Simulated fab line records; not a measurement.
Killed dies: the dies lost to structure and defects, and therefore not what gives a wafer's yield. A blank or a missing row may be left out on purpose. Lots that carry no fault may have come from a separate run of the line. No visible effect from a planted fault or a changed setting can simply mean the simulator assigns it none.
A struck lot beside a sound one || flow sky130 || 38 steps out of a route of 708
Sound: wafers L467.2, L467.4, L467.6. Struck: wafer L484.4 (L484.5, L484.6, from the same lot, were not struck and are left out); the cause is given at the end.
For every step that has rows: the tool of each side, followed by ch and its chambers, followed by its first start. Under that, the readings that differ: sound wafers || struck wafers || difference of the means || sigmas: that difference in standard deviations of wafers without a fault.
alike: a reading whose means differ by less than 2 such deviations, as well as words and numbers matching on both sides. not compared: withheld readings; readings where some wafer has no value; bounds like >300 that might hide an equal value; numbers whose values overlap and for which the record gives no deviation.
Wherever a step has rows on one side only, a row that says differs or no value, or a row with sigmas, the two part there. Non-overlapping numbers with no deviation appear without sigmas and do not part them. A reading missing from all wafers of one side parts the sides only when that side holds two or more wafers.

first, 9 steps without rows for these wafers: SKY_VIA2_SPUTTER_20 (material TiN, target thk 20 nm, time 80 s); SKY_VIA2_CVD_21 (deposits W, target thk 420 nm, time 126.4 s); SKY_VIA2_CMP_24 (polishes, stops on SiO2, t overpolish 20 s, target thk 0 nm); SKY_METAL3_SPUTTER_00 (material Ti, target thk 15 nm, time 10 s); SKY_METAL3_SPUTTER_01 (material TiN, target thk 20 nm, time 16.7 s); SKY_METAL3_SPUTTER_02 (material AlCu, target thk 735 nm, time 39.1 s); SKY_METAL3_SPUTTER_03 (material Ti, target thk 5 nm, time 3.3 s); SKY_METAL3_SPUTTER_04 (material TiN, target thk 70 nm, time 58.3 s); SKY_CAPM_CVD_00 (deposits SiO2, target thk 15.5 nm).
SKY_CAPM_SPUTTER_02: material TiN, target thk 200 nm, time 166.7 s.
  struck on pvd sputter-01, day 41 15:48; sound on pvd sputter-02, day 36 09:22
{"reading": "model.TiN_of_CAPM_SPUTTER_02.thk nm (nm)", "sound": "198.4 197.7 199.7", "struck": 150.4, "difference": -48.2, "sigmas": ""}
  alike: throttle valve pct
SKY_CAPM_RS_MEAS_03: a four-point-probe measurement.
  struck on film metro-02, day 41 15:58; sound on film metro-03, day 36 09:29
{"reading": "CAPM_TIN_RS (ohm/sq)", "sound": "6.97 7.00 6.93", "struck": 9.27, "difference": "+2.30", "sigmas": "+28"}
SKY_CAPM_THK_MEAS_04: measures by xrf.
  struck on film metro-02, day 41 16:04; sound on film metro-03, day 36 09:36
{"reading": "CAPM_TIN_THK (nm)", "sound": "201.8 199.7 202.7", "struck": 149.4, "difference": -52.0, "sigmas": -21}
then, 7 steps without rows for these wafers: SKY_CAPM_DEHYDRATE_05 (time 60 s); SKY_CAPM_HMDS_06 (prime time 60 s); SKY_CAPM_COAT_07 (resist thk 1140 nm); SKY_CAPM_SOFTBAKE_08 (time 60 s); SKY_CAPM_EXPOSE_09 (exposes mask CAPM, target cd 1000 nm); SKY_CAPM_PEB_10; SKY_CAPM_DEVELOP_11 (develop time 60 s).
SKY_CAPM_METAL_ETCH_13: etches TiN in Cl2/BCl3, stops on SiO2, target depth 220 nm, time 62.9 s.
  sound on rie metal-01 ch 1, day 37 11:31; struck on rie metal-03 ch 1, day 42 15:05
{"reading": "oes product au (a.u.)", "sound": "0.940 0.938 0.935", "struck": 0.807, "difference": -0.131, "sigmas": -16}
{"reading": "throttle valve pct (%)", "sound": "21.906 21.924 21.903", "struck": 21.979, "difference": "+0.068", "sigmas": "+7"}
  alike: drypump motor current A
  not compared: rf hours counter h
then, 16 steps without rows for these wafers: SKY_CAPM_STRIP_14 (strips in O2/N2); SKY_CAPM_STRIP_15 (strips in post etch residue remover, time 1200 s); SKY_CAPM_CLEAN_16 (cleans in IPA, time 180 s); SKY_CAPM_CLEAN_17 (cleans in O3/DIW); SKY_METAL3_DEHYDRATE_05 (time 60 s); SKY_METAL3_HMDS_06 (prime time 60 s); SKY_METAL3_COAT_07 (resist thk 60 nm); SKY_METAL3_COAT_08 (resist thk 1140 nm); SKY_METAL3_SOFTBAKE_09 (time 90 s); SKY_METAL3_EXPOSE_10 (exposes mask MM3, target cd 300 nm); SKY_METAL3_PEB_11; SKY_METAL3_DEVELOP_12 (develop time 60 s); SKY_METAL3_DESCUM_15 (chemistry O2, time 8 s); SKY_METAL3_ETCH_16 (etches BARC in N2/H2, stops on SiO2, time 88.2 s, target depth 60 nm); SKY_METAL3_ETCH_17 (etches SiO2 in C4F8/O2/Ar, stops on TiN, time 3.9 s, target depth 15 nm); SKY_METAL3_METAL_ETCH_18 (etches the open film in Cl2/BCl3, stops on SiO2, target depth 845 nm, time 183.1 s).
SKY_METAL3_STRIP_20: strips in post etch residue remover, time 1200 s.
  sound on wet bench-04 ch 3, day 38 13:59; struck on wet bench-02 ch 0, day 43 16:03
{"reading": "model.TiN_of_CAPM_SPUTTER_02.thk nm (nm)", "sound": "197.6 196.9 198.9", "struck": 149.6, "difference": -48.2, "sigmas": ""}
-- the record jumps here: 6 days lie between the struck wafers' starts before and after (it left off in module METAL3 and takes up again in module PAD_OPEN, whose first step shown is number 708 of the route) --
SKY_PAD_OPEN_PROBE_99:
  struck on prober-02, day 49 21:38; sound on prober-02, day 45 18:57
{"reading": "killed_at_M0_to_M3", "sound": "26 45 43", "struck": 58, "difference": "+20", "sigmas": "+3"}
{"reading": "model.etest.cap mim.plate ohm sq", "sound": "6.045 6.095 5.998", "struck": 7.956, "difference": "+1.910", "sigmas": ""}
{"reading": "model.etest.cap mim.bv v (V)", "sound": "13.55 13.98 14", "struck": 12.8, "difference": -1.0, "sigmas": ""}
{"reading": "model.etest.cap mim.leak log10 a cm2", "sound": "-8.901 -8.984 -9.122", "struck": -8.347, "difference": "+0.655", "sigmas": ""}
  alike: defect limited yield, killed_at_M4_up, killed at contacts, killed at front end, killed at other, killed dies, killed open, killed short, sort_bin_3_pad_short, sort_bin_5_function, sort_bin_6_memory, sort n pass, sort yield pct

WHERE THEY PART
At SKY_CAPM_RS_MEAS_03 first; at SKY_PAD_OPEN_PROBE_99 last (within this record only).

WHY: the cause the simulator had injected
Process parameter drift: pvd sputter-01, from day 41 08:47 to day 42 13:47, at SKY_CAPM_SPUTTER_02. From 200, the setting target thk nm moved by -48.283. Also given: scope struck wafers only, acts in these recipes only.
